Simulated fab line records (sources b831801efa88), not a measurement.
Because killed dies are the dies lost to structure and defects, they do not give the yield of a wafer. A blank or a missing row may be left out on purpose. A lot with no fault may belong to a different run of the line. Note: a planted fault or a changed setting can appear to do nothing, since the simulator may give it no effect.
fab line records	flow sky130
[record] lots = 5	wafers = 15	last-day = 49
route steps=708 shown METAL5@677 PASSIVATION@681 PAD_OPEN@694
lots with no fault: from the same line, run without faults
start-h: the number of hours between the record's first day and the start of the first shown wafer of the lot	wait-h: hours since the lot's step before	" as in the row above	L1.1+2: a single row standing in for several wafers	- no value present, or no start provided	* or withheld: withheld	< > ~ a bound
route shown NAME@n: a module of which the file shows steps, and the number in the route of the first	usual: average and standard deviation across the fault-free wafers	same: alike in all rows	chamber/n: place in a boat	sites: each site's reading	_std_site: standard deviation of those values	_edge_site: the outer-site mean with the inner-site mean subtracted	radius-mm: for every site, how far away it sits from the centre of the wafer	mask NAME#n: copy n	behind: tool/chamber where the wafer was last shaped	hold: cause of the lot's hold/its duration in hours/its outcome	device: transistor that didn't switch, given as n, p or np	end of line: tests of these same wafers at the route's end	a step given without rows: its recipe and nothing more	killed: the dies lost at the first sort to structure and to defects; this is not the yield of the wafer	map: shows each die of a wafer: x if killed, . if not, _ if none is there
set.NAME: the setting as run; set.NAME@STEP: as run at that earlier step	model.NAME: the simulator's own value behind a step, which no gauge read
a table for each step, a row for each wafer; lots at some steps of the route
services: when a tool's chamber went out of use (start-h, in hours from the record's first day, below 0 if earlier), for how many hours, and the reason
[[steps]]
[step SKY_METAL5_STRIP_16]
[recipe] chemistry = O2/N2	power-w = 1400	pressure-mtorr = 1500	platen-temp-c = withheld	o2-flow-sccm = 3000	n2-flow-sccm = 300	overash-fraction = 0.5
[usual] drypump-motor-current-A = 5.9/0.51	oes-product-au = 0.710/0.0046	strip-time-to-endpoint-s = 13.03/0.097
lot.wafer	tool	chamber	start-h	wait-h	drypump-motor-current-A	oes-product-au	rf-hours-counter-h	strip-time-to-endpoint-s
L075.3	plasma-asher-02	0	1043.02	0.1	5.2	0.712	-	13.05
L075.4	"	1	"	"	5.9	0.709	-	13.04
L075.6	"	0	"	"	5.2	0.713	-	12.87
L081.2	plasma-asher-03	0	1080.34	0.2	6.7	0.702	65	13.01
L081.3	"	1	"	"	5.8	0.703	-	12.88
L081.5	"	0	"	"	6.8	0.712	-	12.93
L083.3	plasma-asher-03	0	1093.55	0.1	6.7	0.715	-	13.11
L083.4	"	1	"	"	5.8	0.709	-	13.06
L083.5	"	0	"	"	6.7	0.713	-	12.97
L082.1	plasma-asher-01	0	1098.29	0.2	5.5	0.708	97	13.01
L082.4	"	0	"	"	5.5	0.713	-	13.13
L082.6	"	0	"	"	5.5	0.714	-	13.06
L090.1	plasma-asher-03	0	1138.99	0.2	6.7	0.709	71	13.07
L090.2	"	1	"	"	5.8	0.717	71	13.16
L090.3	"	1	"	"	5.8	0.712	-	13.01
[step SKY_METAL5_STRIP_17]
[recipe] chemistry = post-etch-residue-remover	time-s = 1200	temp-c = 72.5
[usual] bath-heat-duty-pct = 14.2/1.9
lot.wafer	tool	chamber	start-h	wait-h	bath-heat-duty-pct
L075.3	wet-bench-02	0	1043.09	0.0	13.4
L075.4	"	0	"	"	14.5
L075.6	"	0	"	"	14.8
L081.2	wet-bench-03	0	1080.44	0.1	14.0
L081.3	"	0	"	"	12.4
L081.5	"	0	"	"	13.5
L083.3	wet-bench-02	3	1093.61	0.0	12.5
L083.4	"	3	"	"	13.3
L083.5	"	3	"	"	13.2
L082.1	wet-bench-02	0	1098.39	0.1	13.3
L082.4	"	0	"	"	13.6
L082.6	"	0	"	"	14.2
L090.1	wet-bench-02	1	1139.20	0.2	14.0
L090.2	"	1	"	"	13.9
L090.3	"	1	"	"	12.6
[step SKY_METAL5_CLEAN_18]
[recipe] chemistry = IPA	time-s = 180	temp-c = 25
[usual] bath-heat-duty-pct = 6.0/0.84
lot.wafer	tool	chamber	start-h	wait-h	bath-heat-duty-pct
L075.3	wet-bench-01	0	1043.43	0.0	6.4
L075.4	"	0	"	"	6.1
L075.6	"	0	"	"	6.8
L081.2	wet-bench-02	2	1080.78	0.0	5.0
L081.3	"	2	"	"	4.9
L081.5	"	2	"	"	4.9
L083.3	wet-bench-03	0	1093.99	0.0	6.0
L083.4	"	0	"	"	5.2
L083.5	"	0	"	"	6.4
L082.1	wet-bench-01	1	1098.76	0.0	5.9
L082.4	"	1	"	"	5.8
L082.6	"	1	"	"	6.3
L090.1	wet-bench-03	1	1139.58	0.0	6.0
L090.2	"	1	"	"	6.6
L090.3	"	1	"	"	7.0
[step SKY_METAL5_CLEAN_19]
[recipe] chemistry = O3/DIW	dry = n2-spin
lot.wafer	tool	chamber	start-h	wait-h
L075.3+4+6	wet-bench-03	2	1043.49	0.0
L081.2+3+5	wet-bench-01	0	1080.84	0.0
L083.3+4+5	wet-bench-02	0	1094.04	0.0
L082.1+4+6	wet-bench-03	1	1098.83	0.0
L090.1+2+3	wet-bench-03	2	1139.63	0.0
[step SKY_PASSIVATION_CVD_00]
[recipe] material = SiO2	target-thk-nm = 90	temp-c = 400	time-s = withheld	rf-w = 600
[usual] heater-power-w = 670/88
lot.wafer	tool	chamber	start-h	wait-h	heater-power-w
L075.3	pecvd-03	0	1043.60	0.0	801
L075.4	"	1	"	"	761
L075.6	"	2	"	"	663
L081.2	pecvd-02	1	1081.04	0.0	615
L081.3	"	2	"	"	636
L081.5	"	2	"	"	662
L083.3	pecvd-04	2	1094.14	0.0	711
L083.4	"	0	"	"	661
L083.5	"	2	"	"	719
L082.1	pecvd-03	0	1098.92	0.0	739
L082.4	"	0	"	"	733
L082.6	"	2	"	"	826
L090.1	pecvd-02	2	1139.73	0.0	593
L090.2	"	0	"	"	647
L090.3	"	1	"	"	557
[step SKY_PASSIVATION_THK_MEAS_01]
[recipe] reads = SiO2_of_PASSIVATION_CVD_00
[usual] PASSIVATION_CVD_00_THK = 89.7/1.1
lot.wafer	tool	chamber	start-h	wait-h	PASSIVATION_CVD_00_THK[nm]
L075.3	film-metro-01	-	1043.64	-	89.6
L075.4	"	-	"	"	89.7
L075.6	"	-	"	"	90.3
L081.2	film-metro-01	-	1081.07	-	87.9
L081.3	"	-	"	"	88.8
L081.5	"	-	"	"	91.1
L083.3	film-metro-04	-	1094.19	-	89.7
L083.4	"	-	"	"	91.6
L083.5	"	-	"	"	90.7
L082.1	film-metro-03	-	1098.94	-	87.7
L082.4	"	-	"	"	89.5
L082.6	"	-	"	"	89.8
L090.1	film-metro-01	-	1139.75	-	88.8
L090.2	"	-	"	"	88.0
L090.3	"	-	"	"	87.5
[step SKY_PASSIVATION_CVD_02]
[recipe] material = Si3N4	target-thk-nm = 540	temp-c = 400	time-s = withheld	rf-w = 450
[usual] heater-power-w = 753/94
lot.wafer	tool	chamber	start-h	wait-h	heater-power-w
L075.3	pecvd-02	0	1043.68	0.0	621
L075.4	"	1	"	"	699
L075.6	"	0	"	"	674
L081.2	pecvd-03	1	1081.12	0.0	838
L081.3	"	0	"	"	889
L081.5	"	1	"	"	893
L083.3	pecvd-03	0	1094.23	0.0	848
L083.4	"	0	"	"	906
L083.5	"	1	"	"	942
L082.1	pecvd-04	1	1099.00	0.1	703
L082.4	"	0	"	"	731
L082.6	"	2	"	"	694
L090.1	pecvd-04	0	1139.81	0.1	602
L090.2	"	2	"	"	779
L090.3	"	2	"	"	629
[step SKY_PASSIVATION_THK_MEAS_03]
[recipe] reads = Si3N4_of_PASSIVATION_CVD_02
[usual] PASSIVATION_CVD_02_THK = 540/6.2
lot.wafer	tool	chamber	start-h	wait-h	PASSIVATION_CVD_02_THK[nm]
L075.3	film-metro-04	-	1043.93	-	533
L075.4	"	-	"	"	542
L075.6	"	-	"	"	539
L081.2	film-metro-01	-	1081.35	-	527
L081.3	"	-	"	"	529
L081.5	"	-	"	"	538
L083.3	film-metro-04	-	1094.47	-	535
L083.4	"	-	"	"	541
L083.5	"	-	"	"	541
L082.1	film-metro-04	-	1099.23	-	525
L082.4	"	-	"	"	532
L082.6	"	-	"	"	541
L090.1	film-metro-04	-	1140.15	-	536
L090.2	"	-	"	"	544
L090.3	"	-	"	"	555
[step SKY_PASSIVATION_DEHYDRATE_04]
[recipe] temp-c = 200	time-s = 60
[usual] heater-power-total-W = 160.38/0.12
lot.wafer	tool	chamber	start-h	wait-h	heater-power-total-W
L075.3	litho-track-02	0	1054.83	10.9	160.42
L075.4	"	0	"	"	160.47
L075.6	"	0	"	"	160.32
L081.2	litho-track-01	0	1091.17	9.8	160.32
L081.3	"	0	"	"	160.63
L081.5	"	0	"	"	160.37
L083.3	litho-track-01	0	1103.89	9.4	160.38
L083.4	"	0	"	"	160.21
L083.5	"	0	"	"	160.42
L082.1	litho-track-02	0	1109.08	9.8	160.51
L082.4	"	0	"	"	160.35
L082.6	"	0	"	"	160.33
L090.1	litho-track-01	0	1148.70	8.5	160.27
L090.2	"	0	"	"	160.38
L090.3	"	0	"	"	160.34
[step SKY_PASSIVATION_HMDS_05]
[recipe] prime-time-s = 60	prime-temp-c = 120
[usual] prime-temp-c = 119.99/0.13
lot.wafer	tool	chamber	start-h	wait-h	prime-temp-c
L075.3	litho-track-02	0	1054.98	0.1	120.03
L075.4	"	0	"	"	120.18
L075.6	"	0	"	"	120.10
L081.2	litho-track-01	0	1091.32	0.1	120.07
L081.3	"	0	"	"	120.11
L081.5	"	0	"	"	119.91
L083.3	litho-track-01	0	1104.04	0.1	120.00
L083.4	"	0	"	"	119.94
L083.5	"	0	"	"	119.85
L082.1	litho-track-02	0	1109.23	0.1	119.86
L082.4	"	0	"	"	119.98
L082.6	"	0	"	"	120.18
L090.1	litho-track-01	0	1148.85	0.1	120.25
L090.2	"	0	"	"	120.32
L090.3	"	0	"	"	120.12
[step SKY_PASSIVATION_COAT_06]
[recipe] spin-rpm = 2000	resist-thk-nm = 3000
lot.wafer	tool	chamber	start-h	wait-h
L075.3+4+6	litho-track-02	0	1055.13	0.1
L081.2+3+5	litho-track-01	0	1091.47	0.1
L083.3+4+5	litho-track-01	0	1104.19	0.1
L082.1+4+6	litho-track-02	0	1109.38	0.1
L090.1+2+3	litho-track-01	0	1149.00	0.1
[step SKY_PASSIVATION_SOFTBAKE_07]
[recipe] temp-c = 110	time-s = withheld
[usual] heater-power-total-W = 65.32/0.13
lot.wafer	tool	chamber	start-h	wait-h	heater-power-total-W
L075.3	litho-track-02	0	1055.30	0.1	65.41
L075.4	"	0	"	"	65.32
L075.6	"	0	"	"	65.39
L081.2	litho-track-01	0	1091.63	0.1	65.52
L081.3	"	0	"	"	65.24
L081.5	"	0	"	"	65.32
L083.3	litho-track-01	0	1104.36	0.1	65.11
L083.4	"	0	"	"	65.25
L083.5	"	0	"	"	65.29
L082.1	litho-track-02	0	1109.53	0.1	65.20
L082.4	"	0	"	"	65.19
L082.6	"	0	"	"	65.53
L090.1	litho-track-01	0	1149.15	0.1	65.25
L090.2	"	0	"	"	65.43
L090.3	"	0	"	"	65.19
[step SKY_PASSIVATION_EXPOSE_08]
[recipe] mask-id = NSM	target-cd-nm = 3000	na = 0.57	dose-mj = 260
lot.wafer	tool	chamber	start-h	wait-h	mask
L075.3+4+6	iline-stepper-02	0	-	-	NSM#0
L081.2+3+5	iline-stepper-01	0	-	-	NSM#0
L083.3+4+5	iline-stepper-01	0	-	-	NSM#0
L082.1+4+6	iline-stepper-01	0	-	-	NSM#0
L090.1+2+3	iline-stepper-02	0	-	-	NSM#0
[step SKY_PASSIVATION_PEB_09]
[recipe] temp-c = 115	time-s = withheld
[usual] heater-power-total-W = 69.34/0.13
lot.wafer	tool	chamber	start-h	wait-h	heater-power-total-W
L075.3	litho-track-04	0	-	-	69.55
L075.4	"	0	"	"	69.18
L075.6	"	0	"	"	69.23
L081.2	litho-track-01	0	-	-	69.29
L081.3	"	0	"	"	69.16
L081.5	"	0	"	"	69.50
L083.3	litho-track-01	0	-	-	69.29
L083.4	"	0	"	"	69.22
L083.5	"	0	"	"	69.21
L082.1	litho-track-01	0	-	-	69.26
L082.4	"	0	"	"	69.26
L082.6	"	0	"	"	69.38
L090.1	litho-track-04	0	-	-	69.44
L090.2	"	0	"	"	69.26
L090.3	"	0	"	"	69.22
[step SKY_PASSIVATION_DEVELOP_10]
[recipe] develop-time-s = 60	dev-temp-c = 23
[usual] developer-temp-C = 23.00/0.11
lot.wafer	tool	chamber	start-h	wait-h	developer-temp-C
L075.3	litho-track-04	0	-	-	22.90
L075.4	"	0	"	"	22.98
L075.6	"	0	"	"	23.02
L081.2	litho-track-01	0	-	-	22.97
L081.3	"	0	"	"	23.04
L081.5	"	0	"	"	23.04
L083.3	litho-track-01	0	-	-	22.88
L083.4	"	0	"	"	22.84
L083.5	"	0	"	"	22.90
L082.1	litho-track-01	0	-	-	23.08
L082.4	"	0	"	"	23.07
L082.6	"	0	"	"	23.07
L090.1	litho-track-04	0	-	-	22.94
L090.2	"	0	"	"	22.83
L090.3	"	0	"	"	23.01
[step SKY_PASSIVATION_ETCH_11]
[recipe] chemistry = CF4/O2	target-depth-nm = 725	stop-on = AlCu	source-w = 800	bias-w = 150	pressure-mtorr = 150	cf4-flow-sccm = 80	O2_flow_sccm = 10	time-s = 161.1
[usual] drypump-motor-current-A = 5.6/0.47	oes-product-au = 0.978/0.0064	throttle-valve-pct = 5.965/0.0095
lot.wafer	tool	chamber	start-h	wait-h	drypump-motor-current-A	oes-product-au	rf-hours-counter-h	throttle-valve-pct
L075.3	rie-diel-04	3	1065.22	-	5.7	0.976	14	5.972
L075.4	"	0	"	"	5.8	0.983	15	5.950
L075.6	"	3	"	"	5.7	0.967	-	5.963
L081.2	rie-diel-02	3	1101.79	-	4.9	0.971	14	5.957
L081.3	"	1	"	"	6.4	0.967	26	5.959
L081.5	"	0	"	"	5.1	0.977	-	5.968
L083.3	rie-diel-02	2	1114.50	-	5.4	0.966	17	5.961
L083.4	"	1	"	"	6.4	0.979	27	5.969
L083.5	"	2	"	"	5.4	0.973	-	5.970
L082.1	rie-diel-04	0	1119.65	-	5.9	0.973	17	5.956
L082.4	"	1	"	"	6.2	0.980	15	5.972
L082.6	"	2	"	"	5.6	0.982	-	5.973
L090.1	rie-diel-04	0	1158.52	-	5.8	0.973	19	5.970
L090.2	"	2	"	"	5.6	0.979	13	5.987
L090.3	"	3	"	"	5.6	0.985	18	5.959
[step SKY_PASSIVATION_STRIP_12]
[recipe] chemistry = O2/N2	power-w = 1400	pressure-mtorr = 1500	platen-temp-c = withheld	overash-fraction = 0.7	o2-flow-sccm = 3000	n2-flow-sccm = 300
[usual] drypump-motor-current-A = 5.58/0.3	oes-product-au = 0.661/0.0047	strip-time-to-endpoint-s = 31.53/0.11
lot.wafer	tool	chamber	start-h	wait-h	drypump-motor-current-A	oes-product-au	rf-hours-counter-h	strip-time-to-endpoint-s
L075.3	plasma-asher-02	0	1065.36	0.1	5.20	0.660	-	31.55
L075.4	"	1	"	"	5.90	0.659	-	31.61
L075.6	"	1	"	"	5.90	0.665	-	31.50
L081.2	plasma-asher-02	1	1101.90	0.1	5.91	0.661	35	31.54
L081.3	"	0	"	"	5.20	0.652	-	31.80
L081.5	"	1	"	"	5.92	0.658	-	31.56
L083.3	plasma-asher-02	0	1114.63	0.1	5.18	0.660	-	31.66
L083.4	"	1	"	"	5.88	0.666	-	31.82
L083.5	"	0	"	"	5.19	0.660	-	31.72
L082.1	plasma-asher-02	0	1119.75	0.1	5.19	0.655	37	31.58
L082.4	"	1	"	"	5.91	0.662	-	31.35
L082.6	"	0	"	"	5.18	0.663	-	31.51
L090.1	plasma-asher-02	1	1158.63	0.1	5.92	0.663	41	31.61
L090.2	"	0	"	"	5.20	0.664	41	31.58
L090.3	"	1	"	"	5.92	0.657	-	31.60
[step SKY_PAD_OPEN_DEHYDRATE_00]
[recipe] temp-c = 200	time-s = 60
[usual] heater-power-total-W = 160.38/0.13
lot.wafer	tool	chamber	start-h	wait-h	heater-power-total-W
L075.3	litho-track-03	0	1076.07	10.7	160.31
L075.4	"	0	"	"	160.31
L075.6	"	0	"	"	160.42
L081.2	litho-track-03	0	1111.24	9.3	160.47
L081.3	"	0	"	"	160.41
L081.5	"	0	"	"	160.31
L083.3	litho-track-04	0	1124.17	9.5	160.32
L083.4	"	0	"	"	160.27
L083.5	"	0	"	"	160.58
L082.1	litho-track-04	0	1128.97	9.2	160.45
L082.4	"	0	"	"	160.38
L082.6	"	0	"	"	160.70
L090.1	litho-track-02	0	1166.98	8.3	160.35
L090.2	"	0	"	"	160.42
L090.3	"	0	"	"	160.19
[step SKY_PAD_OPEN_HMDS_01]
[recipe] prime-time-s = 60	prime-temp-c = 120
[usual] prime-temp-c = 120.01/0.13
lot.wafer	tool	chamber	start-h	wait-h	prime-temp-c
L075.3	litho-track-03	0	1076.22	0.1	120.10
L075.4	"	0	"	"	120.13
L075.6	"	0	"	"	120.34
L081.2	litho-track-03	0	1111.39	0.1	120.24
L081.3	"	0	"	"	120.08
L081.5	"	0	"	"	120.06
L083.3	litho-track-04	0	1124.32	0.1	119.96
L083.4	"	0	"	"	120.26
L083.5	"	0	"	"	119.93
L082.1	litho-track-04	0	1129.12	0.1	119.99
L082.4	"	0	"	"	119.83
L082.6	"	0	"	"	119.96
L090.1	litho-track-02	0	1167.13	0.1	120.12
L090.2	"	0	"	"	120.12
L090.3	"	0	"	"	120.07
[step SKY_PAD_OPEN_COAT_02]
[recipe] spin-rpm = 2000	resist-thk-nm = 3000
lot.wafer	tool	chamber	start-h	wait-h
L075.3+4+6	litho-track-03	0	1076.37	0.1
L081.2+3+5	litho-track-03	0	1111.54	0.1
L083.3+4+5	litho-track-04	0	1124.47	0.1
L082.1+4+6	litho-track-04	0	1129.27	0.1
L090.1+2+3	litho-track-02	0	1167.28	0.1
[step SKY_PAD_OPEN_SOFTBAKE_03]
[recipe] temp-c = 110	time-s = withheld
[usual] heater-power-total-W = 65.33/0.13
lot.wafer	tool	chamber	start-h	wait-h	heater-power-total-W
L075.3	litho-track-03	0	1076.53	0.1	65.32
L075.4	"	0	"	"	65.47
L075.6	"	0	"	"	65.28
L081.2	litho-track-03	0	1111.70	0.1	65.46
L081.3	"	0	"	"	65.57
L081.5	"	0	"	"	65.38
L083.3	litho-track-04	0	1124.64	0.1	65.51
L083.4	"	0	"	"	65.22
L083.5	"	0	"	"	65.35
L082.1	litho-track-04	0	1129.42	0.1	65.37
L082.4	"	0	"	"	65.32
L082.6	"	0	"	"	65.53
L090.1	litho-track-02	0	1167.43	0.1	65.39
L090.2	"	0	"	"	65.37
L090.3	"	0	"	"	65.32
[step SKY_PAD_OPEN_EXPOSE_04]
[recipe] mask-id = PDM	target-cd-nm = 60000	na = 0.57	dose-mj = 260
lot.wafer	tool	chamber	start-h	wait-h	mask
L075.3+4+6	iline-stepper-01	0	-	-	PDM#0
L081.2+3+5	iline-stepper-02	0	-	-	PDM#0
L083.3+4+5	iline-stepper-02	0	-	-	PDM#0
L082.1+4+6	iline-stepper-02	0	-	-	PDM#0
L090.1+2+3	iline-stepper-01	0	-	-	PDM#0
[step SKY_PAD_OPEN_PEB_05]
[recipe] temp-c = 115	time-s = withheld
[usual] heater-power-total-W = 69.34/0.13
lot.wafer	tool	chamber	start-h	wait-h	heater-power-total-W
L075.3	litho-track-04	0	-	-	69.20
L075.4	"	0	"	"	69.43
L075.6	"	0	"	"	69.51
L081.2	litho-track-04	0	-	-	69.40
L081.3	"	0	"	"	69.36
L081.5	"	0	"	"	69.51
L083.3	litho-track-04	0	-	-	69.16
L083.4	"	0	"	"	69.35
L083.5	"	0	"	"	69.52
L082.1	litho-track-04	0	-	-	69.42
L082.4	"	0	"	"	69.48
L082.6	"	0	"	"	69.14
L090.1	litho-track-02	0	-	-	69.54
L090.2	"	0	"	"	69.37
L090.3	"	0	"	"	69.16
[step SKY_PAD_OPEN_DEVELOP_06]
[recipe] develop-time-s = 60	dev-temp-c = 23
[usual] developer-temp-C = 23.00/0.1
lot.wafer	tool	chamber	start-h	wait-h	developer-temp-C
L075.3	litho-track-04	0	-	-	22.99
L075.4	"	0	"	"	23.13
L075.6	"	0	"	"	22.97
L081.2	litho-track-04	0	-	-	22.96
L081.3	"	0	"	"	23.06
L081.5	"	0	"	"	22.87
L083.3	litho-track-04	0	-	-	23.00
L083.4	"	0	"	"	23.03
L083.5	"	0	"	"	23.15
L082.1	litho-track-04	0	-	-	23.01
L082.4	"	0	"	"	22.94
L082.6	"	0	"	"	23.11
L090.1	litho-track-02	0	-	-	23.01
L090.2	"	0	"	"	23.03
L090.3	"	0	"	"	23.05
[step SKY_PAD_OPEN_ETCH_07]
[recipe] chemistry = CF4/O2	target-depth-nm = 725	stop-on = AlCu	source-w = 800	bias-w = 150	pressure-mtorr = 150	cf4-flow-sccm = 80	O2_flow_sccm = 10	time-s = 161.1
[usual] drypump-motor-current-A = 5.6/0.57	oes-product-au = 0.978/0.0068	throttle-valve-pct = 5.966/0.0085
lot.wafer	tool	chamber	start-h	wait-h	drypump-motor-current-A	oes-product-au	rf-hours-counter-h	throttle-valve-pct
L075.3	rie-diel-04	0	1086.87	-	5.9	0.976	16	5.965
L075.4	"	3	"	"	5.7	0.986	15	5.957
L075.6	"	2	"	"	5.6	0.981	-	5.972
L081.2	rie-diel-02	3	1122.22	-	4.9	0.965	15	5.958
L081.3	"	1	"	"	6.5	0.968	27	5.958
L081.5	"	1	"	"	6.5	0.972	-	5.975
L083.3	rie-diel-02	1	1134.62	-	6.5	0.967	28	5.964
L083.4	"	3	"	"	4.8	0.979	15	5.974
L083.5	"	0	"	"	5.1	0.977	-	5.972
L082.1	rie-diel-02	0	1138.82	-	5.1	0.968	16	5.954
L082.4	"	2	"	"	5.4	0.973	18	5.955
L082.6	"	1	"	"	6.4	0.973	-	5.967
L090.1	rie-diel-04	2	1176.08	-	5.6	0.985	14	5.969
L090.2	"	0	"	"	5.9	0.984	20	5.949
L090.3	"	3	"	"	5.7	0.981	18	5.967
[step SKY_PAD_OPEN_STRIP_08]
[recipe] chemistry = O2/N2	power-w = 1400	pressure-mtorr = 1500	platen-temp-c = withheld	overash-fraction = 0.7	o2-flow-sccm = 3000	n2-flow-sccm = 300
[usual] drypump-motor-current-A = 5.9/0.49	oes-product-au = 0.663/0.0046	strip-time-to-endpoint-s = 37.05/0.1
lot.wafer	tool	chamber	start-h	wait-h	drypump-motor-current-A	oes-product-au	rf-hours-counter-h	strip-time-to-endpoint-s
L075.3	plasma-asher-03	1	1087.01	0.1	5.8	0.659	-	37.07
L075.4	"	0	"	"	6.8	0.668	-	36.99
L075.6	"	1	"	"	5.8	0.671	-	36.98
L081.2	plasma-asher-01	0	1122.33	0.1	5.5	0.667	99	36.99
L081.3	"	0	"	"	5.5	0.668	-	37.02
L081.5	"	0	"	"	5.4	0.657	-	37.05
L083.3	plasma-asher-03	1	1134.76	0.1	5.8	0.660	-	37.13
L083.4	"	0	"	"	6.8	0.667	-	37.07
L083.5	"	1	"	"	5.8	0.663	-	37.17
L082.1	plasma-asher-01	1	1138.93	0.1	5.7	0.664	101	37.36
L082.4	"	0	"	"	5.5	0.667	-	37.23
L082.6	"	1	"	"	5.8	0.667	-	37.20
L090.1	plasma-asher-01	1	1176.19	0.1	5.8	0.662	103	36.84
L090.2	"	0	"	"	5.5	0.664	103	36.83
L090.3	"	1	"	"	5.8	0.659	-	36.87
[step SKY_PAD_OPEN_STRIP_09]
[recipe] chemistry = post-etch-residue-remover	time-s = 1153	temp-c = 72.5
[usual] bath-heat-duty-pct = 13.4/1.5
lot.wafer	tool	chamber	start-h	wait-h	bath-heat-duty-pct
L075.3	wet-bench-02	2	1087.08	0.0	12.8
L075.4	"	2	"	"	12.4
L075.6	"	2	"	"	11.7
L081.2	wet-bench-02	1	1122.43	0.1	14.0
L081.3	"	1	"	"	14.6
L081.5	"	1	"	"	13.5
L083.3	wet-bench-02	3	1134.83	0.0	14.0
L083.4	"	3	"	"	12.3
L083.5	"	3	"	"	13.8
L082.1	wet-bench-01	2	1139.03	0.1	13.1
L082.4	"	2	"	"	11.9
L082.6	"	2	"	"	13.4
L090.1	wet-bench-02	2	1176.29	0.1	11.2
L090.2	"	2	"	"	11.4
L090.3	"	2	"	"	11.7
[step SKY_PAD_OPEN_CLEAN_10]
[recipe] chemistry = IPA	time-s = 180	temp-c = 25
[usual] bath-heat-duty-pct = 5.9/0.71
lot.wafer	tool	chamber	start-h	wait-h	bath-heat-duty-pct
L075.3	wet-bench-04	1	1087.42	0.0	5.7
L075.4	"	1	"	"	5.8
L075.6	"	1	"	"	5.4
L081.2	wet-bench-01	2	1122.77	0.0	5.1
L081.3	"	2	"	"	5.6
L081.5	"	2	"	"	6.1
L083.3	wet-bench-02	1	1135.17	0.0	6.9
L083.4	"	1	"	"	6.9
L083.5	"	1	"	"	6.1
L082.1	wet-bench-01	1	1139.50	0.1	5.4
L082.4	"	1	"	"	5.9
L082.6	"	1	"	"	6.8
L090.1	wet-bench-04	1	1176.63	0.0	6.6
L090.2	"	1	"	"	4.8
L090.3	"	1	"	"	5.0
[step SKY_PAD_OPEN_CLEAN_11]
[recipe] chemistry = O3/DIW	dry = n2-spin
lot.wafer	tool	chamber	start-h	wait-h
L075.3+4+6	wet-bench-02	1	1087.48	0.0
L081.2+3+5	wet-bench-01	1	1122.83	0.0
L083.3+4+5	wet-bench-02	2	1135.23	0.0
L082.1+4+6	wet-bench-01	0	1139.56	0.0
L090.1+2+3	wet-bench-02	1	1176.69	0.0
[step SKY_PAD_OPEN_ANNEAL_12]
[recipe] temp-c = 400	time-s = withheld	ambient = N2/H2	idle-temp-c = 300	ramp-up-c-per-min = 8	ramp-down-c-per-min = 4
[usual] spike-tc-bottom-C = 422.4/1.5	spike-tc-top-C = 424.8/2
lot.wafer	tool	chamber	start-h	wait-h	spike-tc-bottom-C	spike-tc-top-C
L075.3	furnace-01	0	1087.57	0.0	421.3	427.0
L075.4	"	0	"	"	421.8	426.3
L075.6	"	0	"	"	421.2	428.0
L081.2	furnace-01	0	1122.92	0.0	421.0	427.1
L081.3	"	0	"	"	420.4	424.2
L081.5	"	0	"	"	420.7	425.7
L083.3	furnace-02	0	1135.32	0.0	424.5	424.0
L083.4	"	0	"	"	422.1	424.5
L083.5	"	0	"	"	424.8	425.0
L082.1	furnace-01	0	1139.66	0.0	421.8	424.6
L082.4	"	0	"	"	421.6	426.8
L082.6	"	0	"	"	422.4	426.1
L090.1	furnace-01	0	1176.78	0.0	421.3	426.2
L090.2	"	0	"	"	419.1	425.2
L090.3	"	0	"	"	421.8	425.5
[step SKY_PAD_OPEN_BOW_MEAS_13]
[recipe] mode = bow
[usual] PAD_OPEN_BOW = 47/9
lot.wafer	tool	chamber	start-h	wait-h	PAD_OPEN_BOW[um]
L075.3	film-metro-02	-	1089.11	-	48
L075.4	"	-	"	"	67
L075.6	"	-	"	"	54
L081.2	film-metro-03	-	1124.44	-	57
L081.3	"	-	"	"	52
L081.5	"	-	"	"	50
L083.3	film-metro-04	-	1136.86	-	60
L083.4	"	-	"	"	55
L083.5	"	-	"	"	57
L082.1	film-metro-04	-	1141.16	-	50
L082.4	"	-	"	"	54
L082.6	"	-	"	"	39
L090.1	film-metro-03	-	1178.28	-	48
L090.2	"	-	"	"	42
L090.3	"	-	"	"	36
[[services]]
tool	chamber	start-h	hours	kind
pecvd-02	0	1022.34	5.5	scheduled-down
furnace-01	-	1029.22	4.2	pm
plasma-asher-02	-	1034.80	1.3	repair
rie-diel-02	3	1038.21	2.6	repair
rie-diel-04	1	1048.96	3.5	repair
wet-bench-02	-	1049.31	1.9	pm
pecvd-02	1	1051.81	5.5	scheduled-down
iline-stepper-01	-	1053.01	3.4	repair
furnace-01	-	1079.27	3.7	pm
pecvd-03	-	1095.13	0.5	repair
rie-diel-04	-	1110.88	2.8	pm
iline-stepper-02	-	1112.29	1.7	pm
pecvd-03	-	1113.98	2.8	pm
rie-diel-02	0	1119.98	12.3	repair
pecvd-02	-	1127.48	2.8	pm
wet-bench-02	-	1130.68	3.8	repair
pecvd-04	1	1134.33	18.2	repair
pecvd-03	1	1141.26	3.5	repair
rie-diel-04	-	1146.69	1.0	repair
plasma-asher-01	-	1147.40	14.6	pm
rie-diel-02	0	1160.05	12.6	repair
rie-diel-02	3	1164.67	6.4	repair
plasma-asher-01	-	1173.34	2.8	pm
furnace-02	-	1176.66	3.1	pm
[[key]]
fault none
